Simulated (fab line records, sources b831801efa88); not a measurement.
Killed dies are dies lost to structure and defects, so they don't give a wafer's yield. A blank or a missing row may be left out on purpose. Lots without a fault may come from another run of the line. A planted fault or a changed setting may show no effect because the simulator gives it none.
fab line records | flow sky130
record lots=5 wafers=15 last_day=50
route steps=708 shown LDD_HVP@281 LDD_LDN@289 PAD_OPEN@708
lots that met no fault: from a run of the same line without faults
start_h: hours from the record's first day to the start of the lot's first wafer shown | wait_h: hours since the lot's step before | " the same as in the row above | L1.1+2: a row that stands for several wafers | - no value, or no start given | * or withheld: withheld | < > ~ a bound
route shown NAME@n: a module of which the file shows steps, and the number in the route of the first | usual: mean/standard deviation of fault-free wafers | same: alike in all rows | chamber/n: place in a boat | sites: the reading at each site | _std_site: their standard deviation | _edge_site: outer sites' mean less inner sites' | radius_mm: how far each site lies from the wafer's centre | mask NAME#n: copy n | behind: the tool/chamber that last shaped the wafer | hold: why the lot was held/for how many hours/how that ended | device: the transistor (n, p or np) that didn't switch | end of line: the same wafers' tests at the end of the route | a step without rows: its recipe alone | killed: dies lost to structure and defects at the first sort, not the wafer's yield | map: a wafer's dies, x killed, . not, _ none there
set.NAME: the setting as run; set.NAME@STEP: as run at that earlier step | model.NAME: the simulator's own value behind a step, which no gauge read
lots at some steps of the route; a table a step, a row a wafer
services: from which hour (start_h, from the record's first day; less than 0 if before it) a tool's chamber was out of use, for how many hours, and why
## steps
# step SKY_LDD_HVP_SOFTBAKE_03
# recipe temp_c=90 time_s=60 resist=NOVOLAK
# step SKY_LDD_HVP_EXPOSE_04
# recipe mask_id=HVPTM na=0.6 source_shape=conventional sigma_outer=0.6 polarization=unpolarized target_cd_nm=700 dose_mj=86
# step SKY_LDD_HVP_PEB_05
# recipe temp_c=withheld time_s=* resist=NOVOLAK
# step SKY_LDD_HVP_DEVELOP_06
# recipe resist=NOVOLAK developer=TMAH develop_time_s=60 dev_temp_c=23
# step SKY_LDD_HVP_OVL_MEAS_07
# usual LDD_HVP_OVL=0.1/1.5
# columns lot.wafer tool chamber start_h wait_h LDD_HVP_OVL[nm]
L737.1 overlay-02 - 499.06 0.1 2.1
L737.2 " - " " 0.2
L737.6 " - " " 0.5
L750.1 overlay-02 - 627.36 0.1 1.2
L750.3 " - " " -0.9
L750.4 " - " " -2.3
L753.1 overlay-02 - 633.33 0.1 1.7
L753.3 " - " " 0.8
L753.6 " - " " 0.0
L754.3 overlay-02 - 642.37 0.1 -0.9
L754.5 " - " " -1.6
L754.6 " - " " -4.1
L758.2 overlay-01 - 679.08 0.1 -1.0
L758.3 " - " " 0.6
L758.4 " - " " -0.1
# step SKY_LDD_HVP_IMPLANT_08
# recipe species=B energy_kev=20 dose_cm2=1.7e+13 tilt_deg=17.9
# step SKY_LDD_HVP_STRIP_09
# recipe chemistry=O2/N2 power_w=1400 pressure_mtorr=1500 platen_temp_c=withheld o2_flow_sccm=3000 n2_flow_sccm=300 overash_fraction=0.5
# usual drypump_motor_current_A=5.9/0.41 oes_product_au=0.409/0.0049 strip_time_to_endpoint_s=4.139/0.014
# columns lot.wafer tool chamber start_h wait_h drypump_motor_current_A oes_product_au rf_hours_counter_h strip_time_to_endpoint_s
L737.1 plasma_asher-03 0 499.25 0.1 6.4 0.416 7 4.131
L737.2 " 1 " " 6.0 0.407 7 4.147
L737.6 " 1 " " 6.0 0.407 - 4.132
L750.1 plasma_asher-04 1 627.55 0.1 5.8 0.413 79 4.131
L750.3 " 1 " " 5.9 0.403 - 4.147
L750.4 " 0 " " 5.2 0.406 - 4.144
L753.1 plasma_asher-01 0 633.51 0.1 6.4 0.414 95 4.158
L753.3 " 1 " " 5.9 0.411 - 4.149
L753.6 " 0 " " 6.4 0.407 - 4.141
L754.3 plasma_asher-01 0 642.58 0.1 6.4 0.404 - 4.134
L754.5 " 1 " " 5.9 0.405 - 4.155
L754.6 " 0 " " 6.4 0.414 - 4.148
L758.2 plasma_asher-04 0 679.26 0.1 5.2 0.417 83 4.168
L758.3 " 1 " " 5.8 0.405 - 4.150
L758.4 " 0 " " 5.3 0.414 - 4.161
# step SKY_LDD_HVP_TW_MEAS_10
# usual LDD_HVP_TW=458.3/2.7
# columns lot.wafer tool chamber start_h wait_h LDD_HVP_TW
L737.1 film_metro-01 - 499.35 0.1 457.3
L737.2 " - " " 456.8
L737.6 " - " " 457.3
L750.1 film_metro-01 - 627.65 0.1 455.2
L750.3 " - " " 456.8
L750.4 " - " " 457.9
L753.1 film_metro-03 - 633.61 0.1 457.9
L753.3 " - " " 456.5
L753.6 " - " " 460.3
L754.3 film_metro-03 - 642.66 0.1 459.3
L754.5 " - " " 457.4
L754.6 " - " " 459.4
L758.2 film_metro-02 - 679.37 0.1 451.7
L758.3 " - " " 453.8
L758.4 " - " " 454.2
# step SKY_LDD_LDN_DEHYDRATE_00
# recipe temp_c=200 time_s=60
# step SKY_LDD_LDN_HMDS_01
# recipe prime_time_s=60 prime_temp_c=120
# step SKY_LDD_LDN_COAT_02
# recipe resist=NOVOLAK spin_rpm=3000 resist_thk_nm=1140
# step SKY_LDD_LDN_SOFTBAKE_03
# recipe temp_c=90 time_s=60 resist=NOVOLAK
# step SKY_LDD_LDN_EXPOSE_04
# recipe mask_id=LDNTM na=0.6 source_shape=conventional sigma_outer=0.6 polarization=unpolarized target_cd_nm=700 dose_mj=140
# columns lot.wafer tool chamber start_h wait_h mask
L737.1+2+6 iline_stepper-01 0 515.64 - LDNTM#0
L750.1+3+4 iline_stepper-01 0 643.57 - LDNTM_R1#0
L753.1+3+6 iline_stepper-02 0 648.93 - LDNTM#0
L754.3+5+6 iline_stepper-02 0 656.35 - LDNTM#0
L758.2+3+4 iline_stepper-01 0 693.16 - LDNTM#0
# step SKY_LDD_LDN_PEB_05
# recipe temp_c=withheld time_s=* resist=NOVOLAK
# step SKY_PAD_OPEN_PROBE_99
# usual killed_at_M0_to_M3=44/7.1 killed_at_M4_up=3.3/1.8 killed_at_contacts=24/5.1 killed_at_front_end=16/4.7 killed_at_other=0.3/0.52 killed_dies=87/9.7 killed_on_rim=17/3.8 killed_open=47/6.8 killed_short=39/6.7
# same gross_dies=492 killed_at_back_side=0
# columns lot.wafer tool chamber start_h wait_h killed_at_M0_to_M3 killed_at_M4_up killed_at_contacts killed_at_front_end killed_at_other killed_dies killed_on_rim killed_open killed_short
L750.1 prober-02 - 1166.34 0.1 46 4 23 17 0 90 14 52 36
L750.3 prober-02 - 1166.44 0.2 61 2 20 15 0 98 17 51 45
L750.4 prober-02 - 1166.49 0.2 44 2 26 19 0 91 21 41 50
L753.1 prober-01 - 1168.03 0.1 30 2 28 13 0 73 17 44 29
L753.3 prober-01 - 1168.13 0.2 38 4 29 15 0 86 13 49 37
L753.6 prober-01 - 1168.28 0.2 42 5 22 12 0 81 19 47 34
# killed by level:class
L750.1 VIA1:geometric_particle:open=12 CONTACT:geometric_particle:open=10 LI_CONTACT:geometric_particle:open=7 VIA1:geometric_particle:short=6 FIELD_ISO:geometric_particle:open=5 METAL1:geometric_particle:short=4 METAL2:geometric_particle:short=4 VIA2:geometric_particle:open=4
L750.3 VIA1:geometric_particle:open=16 VIA3:geometric_particle:open=10 LI_CONTACT:geometric_particle:short=7 VIA1:geometric_particle:short=7 METAL2:geometric_particle:short=7 LI_CONTACT:geometric_particle:open=6 FIELD_ISO:geometric_particle:short=4 VIA2:geometric_particle:open=4
L750.4 VIA1:geometric_particle:open=10 CONTACT:geometric_particle:open=7 VIA1:geometric_particle:short=7 LOCAL_INTERCONNECT:geometric_particle:short=6 FIELD_ISO:geometric_particle:short=5 LI_CONTACT:geometric_particle:short=5 VIA3:geometric_particle:open=5 FIELD_ISO:geometric_particle:open=4
L753.1 LI_CONTACT:geometric_particle:open=12 CONTACT:geometric_particle:open=9 VIA1:geometric_particle:open=8 METAL1:geometric_particle:short=5 CONTACT:geometric_particle:short=4 VIA2:geometric_particle:open=4 VIA3:geometric_particle:open=4 POLY_GATE:geometric_particle:short=3
L753.3 CONTACT:geometric_particle:open=11 LI_CONTACT:geometric_particle:open=9 VIA1:geometric_particle:open=8 POLY_GATE:geometric_particle:open=7 METAL1:geometric_particle:short=6 LI_CONTACT:geometric_particle:short=5 VIA1:geometric_particle:short=4 VIA3:geometric_particle:open=4
L753.6 CONTACT:geometric_particle:open=8 VIA2:geometric_particle:open=8 VIA3:geometric_particle:open=8 LI_CONTACT:geometric_particle:open=7 POLY_GATE:geometric_particle:open=6 LOCAL_INTERCONNECT:geometric_particle:short=6 VIA1:geometric_particle:open=6 METAL2:geometric_particle:short=6
## services
# columns tool chamber start_h hours kind
iline_stepper-02 - 481.19 4.4 pm
plasma_asher-01 - 481.92 4.3 repair
plasma_asher-03 - 483.82 0.5 repair
plasma_asher-01 - 498.80 8.8 repair
iline_stepper-01 - 522.50 1.7 pm
plasma_asher-01 - 530.86 14.6 pm
plasma_asher-03 - 535.53 1.2 repair
plasma_asher-04 - 550.75 0.4 repair
plasma_asher-03 - 552.25 15.6 pm
plasma_asher-04 - 564.62 14.6 pm
iline_stepper-02 - 581.40 1.7 pm
iline_stepper-02 - 588.17 3.9 repair
iline_stepper-01 0 589.10 - calibration
plasma_asher-03 - 596.08 0.3 repair
iline_stepper-01 - 604.78 4.4 pm
iline_stepper-01 - 622.15 0.9 repair
iline_stepper-02 - 623.04 4.3 pm
plasma_asher-03 - 642.81 1.4 repair
plasma_asher-03 - 659.61 1.0 repair
plasma_asher-04 - 669.30 2.4 repair
iline_stepper-02 0 677.87 - calibration
## key
first_sign step=SKY_LDD_LDN_EXPOSE_04 reading=mask direction=changed
effect none on later readings
met_at SKY_LDD_LDN_EXPOSE_04
struck_wafers L750.1,L750.3,L750.4
tester_left_out L750
onset_between 515.64 643.57
fault kind=wrong_mask tool=any chamber=- onset_h=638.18 steps=SKY_LDD_LDN_EXPOSE_04 aux_copy=LDNTM_R1#0 cd_offset_nm=49 scope=struck_lots_only
# tester_left_out: of these lots the tester's yield and bins aren't shown, on N5 and GAA mostly nor the transistor test; their killed dies are dies lost to structure and defects alone, not to doping, threshold or leakage, so they don't give the yield
